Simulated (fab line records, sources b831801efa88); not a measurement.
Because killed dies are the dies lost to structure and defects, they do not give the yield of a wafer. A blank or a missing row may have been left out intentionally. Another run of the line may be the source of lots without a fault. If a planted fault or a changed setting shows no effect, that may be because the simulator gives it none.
Which tool is to blame? | flow gf180mcu | 13 lots, 39 wafers sampled, at 4 steps of a route of 602

## WHAT THE GAUGES READ, wafer by wafer
GF_PSD_OVL_MEAS_08.
lot  | measured     | on         | PSD_OVL (nm)
L685 | day 14 08:29 | overlay-01 | -0.7 -0.4 1.0
L686 | day 14 12:50 | overlay-01 | 0.7 1.2 0.9
L687 | day 14 22:21 | overlay-01 | -2.3 -0.9 -0.3
L688 | day 15 07:44 | overlay-02 | -1.5 -2.2 -1.2
L689 | day 15 13:37 | overlay-02 | -0.1 -1.4 -2.2
L690 | day 16 00:07 | overlay-02 | -1.7 -0.6 0.7
L691 | day 16 13:20 | overlay-01 | -0.8 -2.3 -3.0
L694 | day 17 04:20 | overlay-01 | -1.2 -1.8 -3.1
L696 | day 18 09:50 | overlay-02 | 106.2 105.1 106.8
L697 | day 18 19:47 | overlay-01 | 108.3 107.0 107.9
L698 | day 19 05:13 | overlay-01 | 0.8 -0.5 -0.1
L703 | day 20 16:20 | overlay-01 | -1.1 0.4 0.1
L705 | day 21 10:22 | overlay-02 | -2.6 -1.6 -3.7

GF_PSD_TW_MEAS_11.
lot  | measured     | on            | PSD_TW
L685 | day 14 08:46 | film-metro-03 | 3163 3185 3174
L686 | day 14 13:07 | film-metro-01 | 3151 3145 3142
L687 | day 14 22:38 | film-metro-03 | 3164 3166 3182
L688 | day 15 08:02 | film-metro-02 | 3181 3174 3178
L689 | day 15 13:55 | film-metro-01 | 3128 3137 3147
L690 | day 16 00:26 | film-metro-01 | 3188 3170 3172
L691 | day 16 13:38 | film-metro-03 | 3167 3144 3185
L694 | day 17 04:37 | film-metro-01 | 3133 3159 3141
L696 | day 18 10:07 | film-metro-03 | 3165 3154 3157
L697 | day 18 20:04 | film-metro-01 | 3167 3168 3165
L698 | day 19 05:31 | film-metro-03 | 3145 3132 3155
L703 | day 20 16:37 | film-metro-02 | 3200 3184 3182
L705 | day 21 10:39 | film-metro-02 | 3186 3187 3187

## WHAT TOOL EACH LOT RAN ON (gives the tool, then ch and the chambers of the sampled wafers, and finally the start)
lot  | GF_HV_LDD_STRIP_10                   | GF_PSD_EXPOSE_04
L685 | plasma-asher-01 ch 0,1, day 10 04:43 | iline-stepper-02 ch 0, day 13 22:34
L686 | plasma-asher-04 ch 0,1, day 10 09:40 | iline-stepper-01 ch 0, day 14 02:33
L687 | plasma-asher-01 ch 0,1, day 10 16:55 | iline-stepper-02 ch 0, day 14 12:11
L688 | plasma-asher-04 ch 0,1, day 10 23:46 | iline-stepper-02 ch 0, day 14 21:13
L689 | plasma-asher-01 ch 0,1, day 11 05:49 | iline-stepper-01 ch 0, day 15 03:56
L690 | plasma-asher-01 ch 0,1, day 11 15:37 | iline-stepper-02 ch 0, day 15 13:20
L691 | plasma-asher-01 ch 0,1, day 12 01:49 | iline-stepper-01 ch 0, day 16 02:17
L694 | plasma-asher-04 ch 0,1, day 12 15:43 | iline-stepper-02 ch 0, day 16 16:44
L696 | plasma-asher-04 ch 0,1, day 13 14:13 | iline-stepper-01 ch 0, day 17 22:02
L697 | plasma-asher-01 ch 0, day 13 22:58   | iline-stepper-01 ch 0, day 18 07:53
L698 | plasma-asher-04 ch 0,1, day 14 07:37 | iline-stepper-02 ch 0, day 18 16:36
L703 | plasma-asher-01 ch 0,1, day 15 13:28 | iline-stepper-02 ch 0, day 20 04:31
L705 | plasma-asher-01 ch 0,1, day 16 07:43 | iline-stepper-02 ch 0, day 20 21:52
- GF_HV_LDD_STRIP_10: strips in O2/N2.
- GF_PSD_EXPOSE_04: exposes mask Pplus, target cd 400 nm.

## WHAT THE TOOLS THEMSELVES READ (means of the sampled wafers that have a number; where no wafer has one, the mark that the record gives instead)
GF_HV_LDD_STRIP_10.
lot  | tool            | drypump-motor-current-A (A) | heater-power-w (W) | oes-product-au (a.u.) | strip-time-to-endpoint-s (s)
L685 | plasma-asher-01 | 6.2                         | 272                | 0.710                 | 12.66
L686 | plasma-asher-04 | 5.4                         | 348                | 0.712                 | 12.63
L687 | plasma-asher-01 | 6.1                         | 278                | 0.720                 | 12.63
L688 | plasma-asher-04 | 5.4                         | 346                | 0.721                 | 12.64
L689 | plasma-asher-01 | 6.1                         | 278                | 0.712                 | 12.63
L690 | plasma-asher-01 | 6.2                         | 272                | 0.719                 | 12.67
L691 | plasma-asher-01 | 6.2                         | 274                | 0.719                 | 12.63
L694 | plasma-asher-04 | 5.4                         | 349                | 0.712                 | 12.65
L696 | plasma-asher-04 | 5.4                         | 344                | 0.715                 | 12.59
L697 | plasma-asher-01 | 6.0                         | 281                | 0.713                 | 12.63
L698 | plasma-asher-04 | 5.4                         | 348                | 0.716                 | 12.57
L703 | plasma-asher-01 | 6.1                         | 272                | 0.713                 | 12.63
L705 | plasma-asher-01 | 6.1                         | 276                | 0.710                 | 12.67

## THE ANSWER, worked out from the rows above alone
Rule: usual is defined by the lots themselves. Put in order of their means at a reading, lots are off if they are a third of the lots or fewer, leave a main group of 4 or more, and stand apart from it by a gap of 3 or more times the standard deviation of the main group's means; of several such gaps the widest counts. A main group is skipped when, at the precision printed for the reading in the tables above, its means are all equal. Also off: a lot with no number at a reading for which 4 or more lots have one. Where the step has rows for the other lots, those lots are counted as sound. After the gauges, taken in route order, come the tools' own readings; for these a lot's mean is taken, as printed above. At the first step where some lot is off, the reading lying furthest off is the one used; lots without a number count as furthest.
Off: L696, L697, seen at GF_PSD_OVL_MEAS_08 (PSD_OVL). Mean -1.0 nm and standard deviation 1 in the main group.
If a tool, at a process step before that reading, ran all the lots that are off and no sound lot after the first of them, it fits. Gauges at GF_PSD_OVL_MEAS_08: tried the same way as those tools. One candidate fits, namely iline-stepper-01 at GF_PSD_EXPOSE_04. Its last sound lot is L691 (day 16 02:17), its first lot that is off L696 (day 17 22:02): a fault that began between those two fits.

## WHAT HAD BEEN PUT IN BY THE SIMULATOR
Scanner matching overlay: iline-stepper-01, from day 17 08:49 on, at GF_PSD_EXPOSE_04. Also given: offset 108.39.
Struck lots among those shown: L696, L697. This agrees with what the rule above found.
